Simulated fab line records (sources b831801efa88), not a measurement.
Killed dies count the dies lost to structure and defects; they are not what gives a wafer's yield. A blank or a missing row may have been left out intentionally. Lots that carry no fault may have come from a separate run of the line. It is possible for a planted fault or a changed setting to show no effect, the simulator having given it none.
Which tool did it? | flow gf180mcu | 12 lots, 36 wafers sampled, at 3 steps of a route of 602

## WHAT THE GAUGES SHOWED, per wafer
GF_M2_CD_MEAS_14 targets a cd of 280 nm.
lot  | measured     | on        | cd nm (nm)
L813 | day 22 03:34 | cd sem-01 | 281.0 280.8 282.1
L814 | day 22 12:29 | cd sem-01 | 279.6 279.9 279.9
L815 | day 22 16:22 | cd sem-01 | 281.5 281.7 281.0
L819 | day 24 07:33 | cd sem-01 | 279.5 279.2 280.2
L820 | day 24 13:14 | cd sem-02 | 278.3 279.3 279.6
L821 | day 24 22:07 | cd sem-02 | 280.3 281.0 280.9
L822 | day 25 04:25 | cd sem-02 | 281.4 281.4 280.4
L823 | day 25 09:49 | cd sem-01 | 278.5 278.0 278.3
L824 | day 25 17:07 | cd sem-01 | 279.4 279.4 279.8
L831 | day 27 14:52 | cd sem-01 | 279.6 278.9 279.1
L833 | day 28 08:25 | cd sem-02 | 277.5 278.8 276.9
L834 | day 28 13:18 | cd sem-01 | 279.8 280.4 279.1

## EACH LOT AND THE TOOL THAT RAN IT (in order: tool; ch and the chambers of the sampled wafers; start)
lot  | GF_DUAL_GATE_OXIDATION_15     | GF_CONTACT_CMP_27
L813 | furnace-02 ch 0, day 9 21:59  | cmp-02 ch 0,2, day 18 19:44
L814 | furnace-02 ch 0, day 10 05:31 | cmp-01 ch 0,1,2, day 19 05:16
L815 | furnace-01 ch 0, day 10 13:05 | cmp-01 ch 0,2,3, day 19 09:25
L819 | furnace-02 ch 0, day 11 19:47 | cmp-02 ch 2,3, day 21 02:16
L820 | furnace-02 ch 0, day 12 02:46 | cmp-01 ch 0,2, day 21 08:52
L821 | furnace-02 ch 0, day 12 11:20 | cmp-02 ch 0,1,2, day 21 19:16
L822 | furnace-02 ch 0, day 12 15:25 | cmp-02 ch 0,1, day 22 00:19
L823 | furnace-02 ch 0, day 12 20:56 | cmp-01 ch 0,1,3, day 22 07:03
L824 | furnace-02 ch 0, day 13 04:15 | cmp-02 ch 0,2,3, day 22 15:28
L831 | furnace-01 ch 0, day 15 03:49 | cmp-02 ch 0,2,3, day 24 17:52
L833 | furnace-01 ch 0, day 15 17:37 | cmp-01 ch 0,2, day 25 10:54
L834 | furnace-02 ch 0, day 15 22:44 | cmp-01 ch 0,2, day 25 15:46
- GF_DUAL_GATE_OXIDATION_15: stabilise 600 s, purge 300 s, target thk 7.098 nm.
- GF_CONTACT_CMP_27: polishes, stops on SiO2, t overpolish 15 s, target thk 0 nm.

## WHAT THE TOOLS THEMSELVES READ (means of the sampled wafers that have a number; where no wafer has one, the mark that the record gives instead)
GF_DUAL_GATE_OXIDATION_15.
lot  | tool       | spike tc bottom C (C) | spike tc centre C (C) | spike tc lower C (C) | spike tc top C (C) | spike tc upper C (C) | tube center temp C (C) | tube_center_temp_C_max | zone power bottom pct (%) | zone power centre pct (%) | zone power upper pct (%)
L813 | furnace-02 | 865.4                 | 851.2                 | 851.0                | 862.2              | 850.1                | 849.91                 | 851.7                  | 24.5                      | 17.7                      | 15.18
L814 | furnace-02 | 865.1                 | 851.5                 | 850.7                | 861.9              | 850.0                | 849.95                 | 852.0                  | 24.5                      | 17.7                      | 15.14
L815 | furnace-01 | 863.6                 | 850.0                 | 850.3                | 865.8              | 851.1                | 850.00                 | 852.1                  | 24.4                      | 18.3                      | 15.36
L819 | furnace-02 | 865.3                 | 850.5                 | 852.5                | 860.3              | 850.2                | 849.93                 | 852.1                  | 24.6                      | 17.8                      | 15.15
L820 | furnace-02 | 865.3                 | 850.3                 | 851.0                | 861.3              | 850.4                | 849.99                 | 852.8                  | 24.2                      | 17.7                      | 15.32
L821 | furnace-02 | 864.6                 | 850.0                 | 851.1                | 861.7              | 850.8                | 849.92                 | 852.0                  | 24.6                      | 17.7                      | 15.16
L822 | furnace-02 | 897.9                 | 884.0                 | 884.6                | 894.1              | 882.7                | 882.72                 | 884.8                  | 25.9                      | 19.0                      | 16.37
L823 | furnace-02 | 897.7                 | 884.2                 | 885.8                | 892.9              | 883.5                | 882.77                 | 884.8                  | 26.5                      | 18.9                      | 16.40
L824 | furnace-02 | 897.5                 | 883.3                 | 883.4                | 891.8              | 882.8                | 882.77                 | 885.1                  | 26.6                      | 19.0                      | 16.33
L831 | furnace-01 | 862.9                 | 848.6                 | 850.1                | 865.1              | 851.2                | 849.96                 | 852.5                  | 24.8                      | 18.4                      | 15.22
L833 | furnace-01 | 862.7                 | 849.9                 | 850.4                | 865.2              | 850.5                | 849.91                 | 852.0                  | 25.0                      | 18.5                      | 15.44
L834 | furnace-02 | 865.0                 | 851.2                 | 851.8                | 861.3              | 850.4                | 850.01                 | 852.3                  | 24.3                      | 17.8                      | 15.15

GF_CONTACT_CMP_27.
lot  | tool   | motor current A (A) | overpolish run s (s) | time to endpoint s (s)
L813 | cmp-02 | 11.3                | 15.000               | 75
L814 | cmp-01 | 10.5                | 15.004               | 76
L815 | cmp-01 | 10.1                | 14.993               | 75
L819 | cmp-02 | 10.7                | 15.004               | 75
L820 | cmp-01 | 10.0                | 14.998               | 69
L821 | cmp-02 | 11.5                | 14.997               | 76
L822 | cmp-02 | 11.9                | 14.995               | 73
L823 | cmp-01 | 10.0                | 15.003               | 71
L824 | cmp-02 | 11.0                | 14.999               | 72
L831 | cmp-02 | 10.6                | 14.999               | 76
L833 | cmp-01 | 10.7                | 15.000               | 72
L834 | cmp-01 | 10.8                | 15.007               | 71

## THE ANSWER, worked out from the rows above alone
Rule: the lots themselves supply what counts as usual. Put in order of their means at a reading, lots are off if they are a third of the lots or fewer, leave a main group of 4 or more, and stand apart from it by a gap of 3 or more times the standard deviation of the main group's means; of several such gaps the widest counts. A main group whose means are all the same, to the digits that the tables above print for the reading, isn't used. A lot without any number at a reading at which 4 lots or more have one is off too. Any other lot the step has rows for is counted as sound. Order of review: gauges by route order, followed by the tools' own readings, for which a lot's mean as printed above is used. At the first step where some lot is off, the reading lying furthest off is the one used; lots without a number count as furthest.
Off: L822, L823, L824 (GF_DUAL_GATE_OXIDATION_15, tube center temp C). Mean 849.95 C and standard deviation 0.037 in the main group.
A tool fits if, at that step or a process step before it, it ran every lot that is off, and no sound lot after the first of them. Not one of the candidates tried fits.

## WHAT HAD BEEN PUT IN BY THE SIMULATOR
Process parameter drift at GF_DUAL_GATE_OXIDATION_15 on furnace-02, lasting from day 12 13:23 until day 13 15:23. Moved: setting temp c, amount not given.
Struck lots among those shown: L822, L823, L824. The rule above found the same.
